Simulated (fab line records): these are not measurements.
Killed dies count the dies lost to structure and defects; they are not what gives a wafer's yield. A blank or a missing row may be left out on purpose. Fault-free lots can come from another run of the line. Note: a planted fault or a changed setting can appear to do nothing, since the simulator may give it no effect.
fab line records	flow sfqLine
record lots=5	wafers=23
route steps=325 shown C5@241 M6@259 I6@270 M7@282 I7@301
startH: the number of hours between the record's first day and the start of the first shown wafer of the lot	waitH: how many hours have passed since the lot's step before this one	" the same as in the row above	L1.1+2: a single row standing in for several wafers	- no value, or no start was given	* or withheld: withheld	< > ~ a bound
route shown NAME@n: names a module that has steps shown in the file, with the first one's number in the route	usual: mean/standard deviation of fault-free wafers	same: alike in all rows	chamber/n: place in a boat	sites: readings site by site	_std_site: standard deviation across them	_edge_site: the outer-site mean with the inner-site mean subtracted	radiusMm: how far each site lies from the wafer's centre	mask NAME#n: copy n	behind: tool/chamber where the wafer was last shaped	hold: the reason the lot was held/the length of the hold in hours/how it ended	device: names the non-switching transistor (n, p or np)	end of line: tests run on the same wafers once the route is complete	a step without rows: its recipe alone	killed: count of dies lost to structure and defects at first sort (not the wafer's yield)	map: the dies of a wafer, with x for killed, . for not killed, _ for no die there
set.NAME: the run value of the setting; set.NAME@STEP: its run value at that earlier step	model.NAME: the simulator's own value behind a step, which no gauge read
one table per step and one row per wafer, for lots whose settings were changed on purpose
## steps
# step SFQ_TRILAYER_C5_LITHO_COAT_151
# recipe resist=KrF	spinRpm=3000	resistThkNm=650
lot.wafer	tool	chamber	startH	waitH	set.spinRpm	model.KrF_of_TRILAYER_C5_LITHO_COAT_151.thkNm
L074.2	lithoTrack-01	0	1491.24	0.2	3000	650
L074.4	"	0	"	"	3000	648.7
L074.6	"	0	"	"	3000	647.9
L075.1	lithoTrack-02	0	1492.39	0.2	3000	647.6
L075.2	"	0	"	"	3000	648.5
L075.4	"	0	"	"	3000	650.3
L075.5	"	0	"	"	3068	642.3
L075.6	"	0	"	"	3068	643.1
L078.1	lithoTrack-02	0	1560.64	0.2	3056	643.3
L078.3	"	0	"	"	3056	645.6
L078.4	"	0	"	"	3056	643.4
L078.5	"	0	"	"	3000	648.5
L078.6	"	0	"	"	3000	649.3
L083.1	lithoTrack-01	0	1710.92	0.2	3000	651.2
L083.2	"	0	"	"	3072	642.4
L083.4	"	0	"	"	3072	645.2
L083.5	"	0	"	"	3072	644
L083.6	"	0	"	"	3000	652.1
L085.1	lithoTrack-04	0	1720.52	0.2	3000	647.3
L085.2	"	0	"	"	3000	646.4
L085.3	"	0	"	"	3000	648.5
L085.4	"	0	"	"	3207	626.2
L085.6	"	0	"	"	3207	627
# step SFQ_TRILAYER_C5_LITHO_PEB_154
# recipe pebTempC=115	pebTimeS=60	resist=KrF
lot.wafer	tool	chamber	startH	waitH	set.pebTimeS
L074.2+4+6	lithoTrack-02	0	1601.06	0.8	60
L075.1+2+6	lithoTrack-01	0	1603.44	1.0	60
L075.4+5	"	0	"	"	53.33
L078.1+3+5	lithoTrack-04	0	1687.60	1.0	66.1
L078.4+6	"	0	"	"	60
L083.1+2+4+5+6	lithoTrack-01	0	1817.70	1.0	60
L085.1+2+3+4+6	lithoTrack-02	0	1835.70	1.0	60
# step SFQ_TRILAYER_C5_LITHO_DEVELOP_153
# recipe timeS=60	resist=KrF
# step SFQ_TRILAYER_C5_BARC_OPEN_VIA_ETCH_210
# recipe maskMaterial=PR	chemistry=O2	targetDepthNm=125	target=BARC	sourceW=500	biasW=80	pressureMtorr=30	timeS=41.7
lot.wafer	tool	chamber	startH	waitH	set.pebTimeS@TRILAYER_C5_LITHO_PEB_154	model.C5.cdNm
L074.2	rieDiel-03	0	1601.37	0.0	60	501.8
L074.4	"	2	"	"	60	499.7
L074.6	"	2	"	"	60	499
L075.1	rieDiel-04	0	1603.77	0.0	60	499.4
L075.2	"	3	"	"	60	502.1
L075.4	"	1	"	"	53.33	483
L075.5	"	1	"	"	53.33	484.6
L075.6	"	2	"	"	60	498.8
L078.1+3	rieDiel-02	1,2	1687.93	0.0	66.1	513
L078.4	"	0	"	"	60	501.9
L078.5	"	0	"	"	66.1	514.1
L078.6	"	3	"	"	60	498.4
L083.1	rieDiel-03	2	1818.03	0.0	60	500.6
L083.2	"	0	"	"	60	501.4
L083.4	"	3	"	"	60	501.5
L083.5	"	0	"	"	60	500.8
L083.6	"	2	"	"	60	501.2
L085.1	rieDiel-02	1	1836.03	0.0	60	499.4
L085.2	"	2	"	"	60	501.3
L085.3	"	3	"	"	60	500
L085.4	"	3	"	"	60	500.4
L085.6	"	1	"	"	60	500.9
# step SFQ_TRILAYER_M6_LITHO_PEB_162
# recipe pebTempC=115	pebTimeS=60	resist=KrF
lot.wafer	tool	chamber	startH	waitH	set.pebTimeS
L074.2+4+6	lithoTrack-04	0	1630.86	0.8	60
L075.1+5	lithoTrack-04	0	1633.24	1.0	51.07
L075.2+4+6	"	0	"	"	60
L078.1+4+5	lithoTrack-02	0	1694.00	1.0	60
L078.3+6	"	0	"	"	56.17
L083.1+2+6	lithoTrack-03	0	1915.81	1.0	66.13
L083.4+5	"	0	"	"	60
L085.1+3	lithoTrack-02	0	1943.54	1.0	60
L085.2+4+6	"	0	"	"	66.02
# step SFQ_TRILAYER_M6_LITHO_DEVELOP_161
# recipe timeS=60	resist=KrF
# step SFQ_TRILAYER_M6_BARC_OPEN_METAL_ETCH_206
# recipe maskMaterial=PR	chemistry=O2	targetDepthNm=125	target=BARC	icpW=600	biasW=80	pressureMtorr=10	timeS=41.7
lot.wafer	tool	chamber	startH	waitH	set.pebTimeS@TRILAYER_M6_LITHO_PEB_162	model.M6.cdNm
L074.2+4+6	rieMetal-01	1	1631.17	0.0	60	500.1
L075.1	rieMetal-01	1	1633.57	0.0	51.07	525.9
L075.2	"	0	"	"	60	499.2
L075.4	"	1	"	"	60	501.7
L075.5	"	1	"	"	51.07	525.2
L075.6	"	0	"	"	60	498.9
L078.1	rieMetal-04	0	1694.34	0.0	60	500.3
L078.3	"	0	"	"	56.17	509.6
L078.4	"	1	"	"	60	502.3
L078.5	"	1	"	"	60	501.6
L078.6	"	0	"	"	56.17	510.5
L083.1	rieMetal-04	1	1916.15	0.0	66.13	489.5
L083.2+6	"	0,1	"	"	66.13	489.4
L083.4	"	0	"	"	60	502
L083.5	"	0	"	"	60	502.7
L085.1	rieMetal-04	1	1943.88	0.0	60	499
L085.2	"	0	"	"	66.02	483.8
L085.3	"	0	"	"	60	498.2
L085.4	"	1	"	"	66.02	484.9
L085.6	"	1	"	"	66.02	485.1
# step SFQ_TRILAYER_M6_ETCH_METAL_ETCH_162
# recipe target=Nb	stopOn=SiO2	maskMaterial=PR	chemistry=Cl2/Ar	targetDepthNm=240	icpW=600	biasW=80	pressureMtorr=10	timeS=120
lot.wafer	tool	chamber	startH	waitH	set.pressureMtorr	set.pebTimeS@TRILAYER_M6_LITHO_PEB_162	model.M6.cdNm
L074.2	rieMetal-01	1	1631.23	0.0	10	60	500.5
L074.4	"	1	"	"	10	60	500.4
L074.6	"	1	"	"	10	60	500.8
L075.1	rieMetal-01	1	1633.63	0.0	10.47	51.07	525.8
L075.2	"	0	"	"	10.47	60	498.4
L075.4	"	1	"	"	10.47	60	502.6
L075.5	"	1	"	"	10.47	51.07	526.2
L075.6	"	0	"	"	10.47	60	497.9
L078.1	rieMetal-04	0	1694.40	0.0	8.961	60	501.1
L078.3	"	0	"	"	8.961	56.17	510.2
L078.4	"	1	"	"	8.961	60	498.1
L078.5	"	1	"	"	8.961	60	498.9
L078.6	"	0	"	"	8.961	56.17	510.3
L083.1	rieMetal-04	1	1916.21	0.0	10	66.13	487.1
L083.2	"	0	"	"	10	66.13	489.3
L083.4	"	0	"	"	10	60	501.2
L083.5	"	0	"	"	10	60	502
L083.6	"	1	"	"	10	66.13	487.3
L085.1	rieMetal-04	1	1943.94	0.0	11.02	60	499.2
L085.2	"	0	"	"	11.02	66.02	484.4
L085.3	"	0	"	"	11.02	60	498.7
L085.4	"	1	"	"	11.02	66.02	484.7
L085.6	"	1	"	"	11.02	66.02	484.6
# step SFQ_TRILAYER_I6_VIA_LITHO_COAT_174
# recipe resist=BARC	spinRpm=3000	resistThkNm=62
lot.wafer	tool	chamber	startH	waitH	set.resistThkNm	model.BARC_of_TRILAYER_I6_VIA_LITHO_COAT_174.thkNm
L074.2	lithoTrack-03	0	1657.33	0.8	62	62.31
L074.4	"	0	"	"	62	62.39
L074.6	"	0	"	"	62	62.18
L075.1	lithoTrack-03	0	1660.28	1.0	63.6	63.5
L075.2	"	0	"	"	63.6	63.43
L075.4	"	0	"	"	62	61.96
L075.5	"	0	"	"	63.6	63.4
L075.6	"	0	"	"	62	61.94
L078.1	lithoTrack-03	0	1708.39	1.0	62	61.82
L078.3	"	0	"	"	62	61.85
L078.4	"	0	"	"	62	61.9
L078.5	"	0	"	"	62	61.71
L078.6	"	0	"	"	62	61.96
L083.1	lithoTrack-01	0	1922.69	1.0	62	61.64
L083.2	"	0	"	"	64.76	64.73
L083.4	"	0	"	"	62	61.74
L083.5	"	0	"	"	64.76	64.8
L083.6	"	0	"	"	62	61.7
L085.1	lithoTrack-03	0	1949.23	1.0	62	61.81
L085.2	"	0	"	"	62	62.01
L085.3	"	0	"	"	60.43	60.32
L085.4	"	0	"	"	60.43	60.3
L085.6	"	0	"	"	60.43	60.52
# step SFQ_TRILAYER_I6_VIA_LITHO_PEB_172
# recipe pebTempC=115	pebTimeS=60	resist=KrF
lot.wafer	tool	chamber	startH	waitH	set.pebTempC
L074.2+4+6	lithoTrack-02	0	1762.13	0.8	115
L075.1+2+4+5+6	lithoTrack-02	0	1769.31	1.0	115
L078.1+3+4+5+6	lithoTrack-03	0	1777.51	1.0	115
L083.1+5	lithoTrack-01	0	1924.64	1.0	111.8
L083.2+4+6	"	0	"	"	115
L085.1+2+4	lithoTrack-02	0	1951.18	1.0	117.9
L085.3+6	"	0	"	"	115
# step SFQ_TRILAYER_I6_VIA_LITHO_DEVELOP_171
# recipe timeS=60	resist=KrF
# step SFQ_TRILAYER_I6_VIA_BARC_OPEN_VIA_ETCH_235
# recipe maskMaterial=PR	chemistry=O2	targetDepthNm=125	target=BARC	sourceW=500	biasW=80	pressureMtorr=30	timeS=41.7
lot.wafer	tool	chamber	startH	waitH	set.pebTempC@TRILAYER_I6_VIA_LITHO_PEB_172	model.I6.cdNm
L074.2	rieDiel-04	1	1762.44	0.0	115	700.8
L074.4	"	0	"	"	115	699
L074.6	"	0	"	"	115	698.7
L075.1	rieDiel-03	2	1769.64	0.0	115	700.1
L075.2	"	1	"	"	115	700.3
L075.4	"	0	"	"	115	700.4
L075.5	"	2	"	"	115	700.8
L075.6	"	1	"	"	115	699.7
L078.1	rieDiel-03	2	1777.84	0.0	115	700.4
L078.3+6	"	0,1	"	"	115	698.7
L078.4	"	1	"	"	115	699
L078.5	"	0	"	"	115	699.2
L083.1	rieDiel-03	1	1924.97	0.0	111.8	636.2
L083.2+4	"	3	"	"	115	701.8
L083.5	"	2	"	"	111.8	636.3
L083.6	"	1	"	"	115	701.5
L085.1	rieDiel-03	2	1951.52	0.0	117.9	749.4
L085.2	"	3	"	"	117.9	749.5
L085.3	"	1	"	"	115	701.1
L085.4	"	1	"	"	117.9	748.3
L085.6	"	2	"	"	115	701.2
# step SFQ_TRILAYER_M7_DEP_SPUTTER_175
# recipe material=Nb	basePressurePa=1.33e-06	chamberPressurePa=0.1333	substrateTempC=20	targetThkNm=200	powerW=2000	timeS=133.3
lot.wafer	tool	chamber	startH	waitH	set.timeS	model.Nb_of_TRILAYER_M7_DEP_SPUTTER_175.thkNm
L074.2+4	pvdSputter-04	-	1763.42	0.0	133.3	199
L074.6	"	-	"	"	133.3	200.1
L075.1	pvdSputter-06	-	1770.60	0.0	114.2	174.5
L075.2	"	-	"	"	114.2	176.2
L075.4	"	-	"	"	133.3	202.4
L075.5	"	-	"	"	133.3	202.6
L075.6	"	-	"	"	133.3	204
L078.1	pvdSputter-04	-	1778.82	0.0	133.3	201.5
L078.3	"	-	"	"	152.7	228.6
L078.4	"	-	"	"	133.3	201.8
L078.5	"	-	"	"	152.7	231.9
L078.6	"	-	"	"	133.3	201.2
L083.1	pvdSputter-04	-	1925.93	0.0	133.3	200.7
L083.2	"	-	"	"	118.5	176.6
L083.4	"	-	"	"	133.3	200.3
L083.5	"	-	"	"	118.5	177.2
L083.6	"	-	"	"	118.5	174.9
L085.1	pvdSputter-03	-	1952.48	0.0	126.1	183.1
L085.2	"	-	"	"	133.3	195.3
L085.3	"	-	"	"	133.3	197.1
L085.4	"	-	"	"	133.3	199.5
L085.6	"	-	"	"	126.1	189.7
# step SFQ_M7_RS_MEAS_943
# recipe thkMeasGauge=four-point-probe	reads=Nb_of_TRILAYER_M7_DEP_SPUTTER_175
# usual M7_NB_RS=0.892/0.013
lot.wafer	tool	chamber	startH	waitH	set.timeS@TRILAYER_M7_DEP_SPUTTER_175	M7_NB_RS[ohm/sq]
L074.2	filmMetro-01	-	1763.53	0.1	133.3	0.896
L074.4	"	-	"	"	133.3	0.896
L074.6	"	-	"	"	133.3	0.891
L075.1	filmMetro-01	-	1770.69	0.0	114.2	1.024
L075.2	"	-	"	"	114.2	1.011
L075.4	"	-	"	"	133.3	0.881
L075.5	"	-	"	"	133.3	0.879
L075.6	"	-	"	"	133.3	0.875
L078.1	filmMetro-04	-	1778.91	0.0	133.3	0.885
L078.3	"	-	"	"	152.7	0.779
L078.4	"	-	"	"	133.3	0.884
L078.5	"	-	"	"	152.7	0.767
L078.6	"	-	"	"	133.3	0.886
L083.1	filmMetro-04	-	1926.02	0.0	133.3	0.890
L083.2	"	-	"	"	118.5	1.010
L083.4	"	-	"	"	133.3	0.890
L083.5	"	-	"	"	118.5	1.008
L083.6	"	-	"	"	118.5	1.021
L085.1	filmMetro-04	-	1952.57	0.0	126.1	0.973
L085.2	"	-	"	"	133.3	0.914
L085.3	"	-	"	"	133.3	0.905
L085.4	"	-	"	"	133.3	0.893
L085.6	"	-	"	"	126.1	0.940
# step SFQ_TRILAYER_M7_LITHO_COAT_177
# recipe resist=KrF	spinRpm=3000	resistThkNm=600
lot.wafer	tool	chamber	startH	waitH	set.resistThkNm	model.KrF_of_TRILAYER_M7_LITHO_COAT_177.thkNm
L074.2	lithoTrack-03	0	1764.04	0.2	600	597.5
L074.4	"	0	"	"	600	596.9
L074.6	"	0	"	"	600	599.9
L075.1	lithoTrack-01	0	1771.17	0.2	600	-
L075.2	"	0	"	"	580	-
L075.4	"	0	"	"	600	600.2
L075.5	"	0	"	"	600	601.7
L075.6	"	0	"	"	580	578.9
L078.1+6	lithoTrack-03	0	1779.39	0.2	600	599.5
L078.3	"	0	"	"	612.7	-
L078.4	"	0	"	"	612.7	613.2
L078.5	"	0	"	"	600	-
L083.1	lithoTrack-03	0	1926.50	0.2	600	603.2
L083.2+6	"	0	"	"	590.5	-
L083.4	"	0	"	"	600	599.5
L083.5	"	0	"	"	600	-
L085.1+6	lithoTrack-01	0	1953.05	0.2	600	-
L085.2	"	0	"	"	600	598.3
L085.3	"	0	"	"	600	599
L085.4	"	0	"	"	600	599.2
# step SFQ_TRILAYER_M7_LITHO_SOFTBAKE_181
# recipe tempC=withheld	timeS=withheld	resist=KrF
# step SFQ_TRILAYER_M7_LITHO_EXPOSE_178
# recipe maskId=M7	na=0.6	sourceShape=conventional	sigmaOuter=0.65	targetCdNm=500	doseMj=14.4
# step SFQ_TRILAYER_M7_BARC_OPEN_METAL_ETCH_229
# recipe maskMaterial=PR	chemistry=O2	targetDepthNm=125	target=BARC	icpW=600	biasW=80	pressureMtorr=10	timeS=41.7
# step SFQ_TRILAYER_M7_ETCH_METAL_ETCH_180
# recipe target=Nb	stopOn=SiO2	maskMaterial=PR	chemistry=Cl2/Ar	targetDepthNm=240	icpW=600	biasW=80	pressureMtorr=10	timeS=120
# usual oesProductAu=0.894/0.0087
lot.wafer	tool	chamber	startH	waitH	set.timeS@TRILAYER_M7_DEP_SPUTTER_175	set.resistThkNm@TRILAYER_M7_LITHO_COAT_177	oesProductAu	model.KrF_of_TRILAYER_M7_LITHO_COAT_177.thkNm
L074.2	rieMetal-03	1	1868.59	0.1	133.3	600	0.887	378.6
L074.4	"	1	"	"	133.3	600	0.896	378
L074.6	"	1	"	"	133.3	600	0.895	380.8
L075.1	rieMetal-01	1	1869.82	0.0	114.2	600	0.828	-
L075.2	"	0	"	"	114.2	580	0.837	-
L075.4	"	1	"	"	133.3	600	0.901	387.2
L075.5	"	0	"	"	133.3	600	0.900	385.6
L075.6	"	1	"	"	133.3	580	0.903	366.6
L078.1	rieMetal-01	1	1877.81	0.0	133.3	600	0.893	387.1
L078.3	"	0	"	"	152.7	612.7	0.968	-
L078.4	"	1	"	"	133.3	612.7	0.898	401.1
L078.5	"	1	"	"	152.7	600	0.964	-
L078.6	"	0	"	"	133.3	600	0.895	383.2
L083.1	rieMetal-02	0	1969.58	0.0	133.3	600	0.893	392.6
L083.2	"	1	"	"	118.5	590.5	0.826	-
L083.4	"	0	"	"	133.3	600	0.900	389.4
L083.5	"	1	"	"	118.5	600	0.827	-
L083.6	"	0	"	"	118.5	590.5	0.833	-
L085.1	rieMetal-03	1	1971.98	0.0	126.1	600	0.848	-
L085.2	"	0	"	"	133.3	600	0.878	374.9
L085.3	"	1	"	"	133.3	600	0.897	375.7
L085.4	"	0	"	"	133.3	600	0.893	376.7
L085.6	"	0	"	"	126.1	600	0.875	-
# step SFQ_TRILAYER_I7_VIA_LITHO_COAT_187
# recipe resist=KrF	spinRpm=3000	resistThkNm=650
lot.wafer	tool	chamber	startH	waitH	set.resistThkNm	model.KrF_of_TRILAYER_I7_VIA_LITHO_COAT_187.thkNm
L074.2	lithoTrack-04	0	1875.13	0.2	650	652.9
L074.4	"	0	"	"	650	651.7
L074.6	"	0	"	"	650	651.4
L075.1	lithoTrack-04	0	1878.08	0.2	660.6	660.4
L075.2	"	0	"	"	650	647.7
L075.4	"	0	"	"	660.6	659.3
L075.5	"	0	"	"	650	648.1
L075.6	"	0	"	"	660.6	658.1
L078.1+3	lithoTrack-01	0	1888.34	0.2	650	652
L078.4	"	0	"	"	612.7	617
L078.5	"	0	"	"	612.7	614.7
L078.6	"	0	"	"	650	652.6
L083.1	lithoTrack-04	0	1986.34	0.2	687.4	689.2
L083.2	"	0	"	"	687.4	687.7
L083.4	"	0	"	"	650	648.4
L083.5	"	0	"	"	687.4	686.8
L083.6	"	0	"	"	650	649
L085.1	lithoTrack-04	0	1989.34	0.2	650	648.8
L085.2	"	0	"	"	650	649.6
L085.3	"	0	"	"	611.9	613.5
L085.4	"	0	"	"	611.9	611.8
L085.6	"	0	"	"	650	650.2
# step SFQ_TRILAYER_I7_VIA_BARC_OPEN_VIA_ETCH_260
# recipe maskMaterial=PR	chemistry=O2	targetDepthNm=125	target=BARC	sourceW=500	biasW=80	pressureMtorr=30	timeS=41.7
lot.wafer	tool	chamber	startH	waitH	set.biasW	set.resistThkNm@TRILAYER_I7_VIA_LITHO_COAT_187	model.KrF_of_TRILAYER_I7_VIA_LITHO_COAT_187.thkNm
L074.2	rieDiel-02	1	1888.93	0.0	80	650	575.4
L074.4	"	0	"	"	80	650	575.2
L074.6	"	1	"	"	80	650	573.9
L075.1	rieDiel-03	1	1890.13	0.0	80	660.6	583.7
L075.2	"	3	"	"	77.03	650	571.4
L075.4	"	2	"	"	77.03	660.6	583.2
L075.5	"	1	"	"	80	650	571.4
L075.6	"	0	"	"	77.03	660.6	581.8
L078.1	rieDiel-03	1	1893.73	0.0	80	650	574.4
L078.3	"	2	"	"	72.59	650	576.3
L078.4	"	3	"	"	80	612.7	538.9
L078.5	"	3	"	"	72.59	612.7	538.5
L078.6	"	2	"	"	72.59	650	576
L083.1	rieDiel-01	1	1988.33	0.0	80	687.4	612.4
L083.2	"	0	"	"	74.63	687.4	611
L083.4	"	3	"	"	74.63	650	572.6
L083.5	"	0	"	"	74.63	687.4	610.5
L083.6	"	1	"	"	80	650	571.6
L085.1	rieDiel-03	3	1991.33	0.0	80	650	572.7
L085.2	"	1	"	"	80	650	572.4
L085.3	"	2	"	"	80	611.9	536.2
L085.4	"	0	"	"	80	611.9	534.3
L085.6	"	2	"	"	80	650	573
## key
split step=SFQ_TRILAYER_C5_LITHO_COAT_151	setting=spinRpm	stated=3000	by=wafer
response step=SFQ_TRILAYER_C5_LITHO_COAT_151	reading=model.KrF_of_TRILAYER_C5_LITHO_COAT_151.thkNm	change=-2.99	per=1%	r=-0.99
split step=SFQ_TRILAYER_C5_LITHO_PEB_154	setting=pebTimeS	stated=60	by=wafer
response step=SFQ_TRILAYER_C5_BARC_OPEN_VIA_ETCH_210	reading=model.C5.cdNm	change=+1.39	per=1%	r=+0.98
split step=SFQ_TRILAYER_M6_LITHO_PEB_162	setting=pebTimeS	stated=60	by=wafer
response step=SFQ_TRILAYER_M6_BARC_OPEN_METAL_ETCH_206	reading=model.M6.cdNm	change=-1.52	per=1%	r=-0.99
response step=SFQ_TRILAYER_M6_ETCH_METAL_ETCH_162	reading=model.M6.cdNm	change=-1.6	per=1%	r=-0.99
split step=SFQ_TRILAYER_M6_ETCH_METAL_ETCH_162	setting=pressureMtorr	stated=10	by=lot
response none clear
split step=SFQ_TRILAYER_I6_VIA_LITHO_COAT_174	setting=resistThkNm	stated=62	by=wafer
response step=SFQ_TRILAYER_I6_VIA_LITHO_COAT_174	reading=model.BARC_of_TRILAYER_I6_VIA_LITHO_COAT_174.thkNm	change=+0.651	per=1%	r=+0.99
split step=SFQ_TRILAYER_I6_VIA_LITHO_PEB_172	setting=pebTempC	stated=115	by=wafer
response step=SFQ_TRILAYER_I6_VIA_BARC_OPEN_VIA_ETCH_235	reading=model.I6.cdNm	change=+21.5	per=1%	r=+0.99
split step=SFQ_TRILAYER_M7_DEP_SPUTTER_175	setting=timeS	stated=133.3	by=wafer
response step=SFQ_TRILAYER_M7_DEP_SPUTTER_175	reading=model.Nb_of_TRILAYER_M7_DEP_SPUTTER_175.thkNm	change=+2.01	per=1%	r=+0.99
response step=SFQ_M7_RS_MEAS_943	reading=M7_NB_RS	change=-0.00927	per=1%	r=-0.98
response step=SFQ_TRILAYER_M7_ETCH_METAL_ETCH_180	reading=oesProductAu	change=+0.00511	per=1%	r=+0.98
split step=SFQ_TRILAYER_M7_LITHO_COAT_177	setting=resistThkNm	stated=600	by=wafer
response step=SFQ_TRILAYER_M7_LITHO_COAT_177	reading=model.KrF_of_TRILAYER_M7_LITHO_COAT_177.thkNm	change=+6.58	per=1%	r=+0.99
response step=SFQ_TRILAYER_M7_ETCH_METAL_ETCH_180	reading=model.KrF_of_TRILAYER_M7_LITHO_COAT_177.thkNm	change=+6.4	per=1%	r=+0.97
split step=SFQ_TRILAYER_I7_VIA_LITHO_COAT_187	setting=resistThkNm	stated=650	by=wafer
response step=SFQ_TRILAYER_I7_VIA_LITHO_COAT_187	reading=model.KrF_of_TRILAYER_I7_VIA_LITHO_COAT_187.thkNm	change=+6.49	per=1%	r=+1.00
response step=SFQ_TRILAYER_I7_VIA_BARC_OPEN_VIA_ETCH_260	reading=model.KrF_of_TRILAYER_I7_VIA_LITHO_COAT_187.thkNm	change=+6.56	per=1%	r=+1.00
split step=SFQ_TRILAYER_I7_VIA_BARC_OPEN_VIA_ETCH_260	setting=biasW	stated=80	by=wafer
response none clear
